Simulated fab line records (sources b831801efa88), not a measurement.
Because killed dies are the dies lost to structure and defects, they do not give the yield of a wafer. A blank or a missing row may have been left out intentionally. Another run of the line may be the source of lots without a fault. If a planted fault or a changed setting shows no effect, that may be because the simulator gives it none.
Struck lot and sound lot, side by side + flow gf180mcu + 19 steps out of a route of 602
Sound: the wafers L933.1, L933.3, L933.4. The struck wafers were L926.1, L926.2, L926.6. The cause comes at the end.
Order at every step that has rows: each side's tool, ch and its chambers, its first start. Under that, the readings that differ: sound wafers + struck wafers + difference of the means + sigmas: that difference in standard deviations of wafers without a fault.
alike: a reading whose means differ by less than 2 such deviations, as well as words and numbers matching on both sides. not compared: withheld readings; readings where some wafer has no value; bounds like >300 that might hide an equal value; numbers whose values overlap and for which the record gives no deviation.
Wherever a step has rows on one side only, a row that says differs or no value, or a row with sigmas, the two part there. Numbers that have no deviation but don't overlap get no sigmas and don't part them. A reading that every wafer of one side lacks parts them only if that side has two wafers or more.

GF_M4_STRIP_17: strips in O2/N2.
  sound on plasma asher-01 ch 0,1, day 28 19:35; struck on plasma asher-02 ch 0,1, day 26 19:40
  alike: drypump motor current A, heater power w, oes product au, strip time to endpoint s
  not compared: rf hours counter h
then, 3 steps without rows for these wafers: GF_M4_STRIP_18 (strips in post etch residue remover, time 1200 s); GF_M4_CLEAN_19 (cleans in DIW); GF_V4_CVD_00 (deposits SiO2, target thk 600 nm, time 100 s).
GF_V4_THK_MEAS_01:
  sound: film metro-04 at day 28 20:14; struck: film metro-02 at day 26 20:17
  alike: V4_CVD_00_THK
GF_V4_CVD_02: deposits SiO2 from TEOS, target thk 850 nm, time 94.851 s.
  sound on pecvd-02 ch 0,2, day 28 20:17; struck on pecvd-04 ch 0,2, day 26 20:20
  alike: heater power w
GF_V4_THK_MEAS_03:
  sound: film metro-04 at day 28 20:22; struck: film metro-01 at day 26 20:25
  alike: V4_CVD_02_THK
GF_V4_CMP_04: polishes SiO2.
  sound on cmp-02 ch 1,2,3, day 28 20:28; struck on cmp-02 ch 2,3, day 26 20:28
  alike: motor current A, time to endpoint s
GF_V4_BOW_MEAS_05:
  sound: film metro-04 at day 28 20:43; struck: film metro-04 at day 26 20:46
  alike: V4_BOW
then, 3 steps without rows for these wafers: GF_V4_DEHYDRATE_06 (time 60 s); GF_V4_HMDS_07 (prime time 60 s); GF_V4_COAT_08.
GF_V4_COAT_09: resist thk 1000 nm.
  sound on litho track-01 ch 0, day 29 06:00; struck on litho track-03 ch 0, day 27 06:00
  not compared: model.KrF_of_V4_COAT_09.thk nm
then, 3 steps without rows for these wafers: GF_V4_SOFTBAKE_10 (time 60 s); GF_V4_EXPOSE_11 (exposes mask Via4, target cd 260 nm); GF_V4_PEB_12 (peb time 90 s).
GF_V4_DEVELOP_13: develop time 60 s.
  sound on litho track-01 ch 0, day 29 16:25; struck on litho track-04 ch 0, day 27 17:16
  alike: developer temp C
  not compared: model.KrF_of_V4_COAT_09.thk nm
GF_V4_CD_MEAS_14 targets a cd of 260 nm.
  sound: cd sem-02 at day 29 16:34; struck: cd sem-01 at day 27 17:25
  alike: cd nm
GF_PASSIVATION_PROBE_99:
  the record has rows for the sound wafers here (prober-01, day 33 16:47) and none for the struck ones

== WHERE THEY PART ==
Only at GF_PASSIVATION_PROBE_99, within this record.

WHY: whatever the simulator had introduced
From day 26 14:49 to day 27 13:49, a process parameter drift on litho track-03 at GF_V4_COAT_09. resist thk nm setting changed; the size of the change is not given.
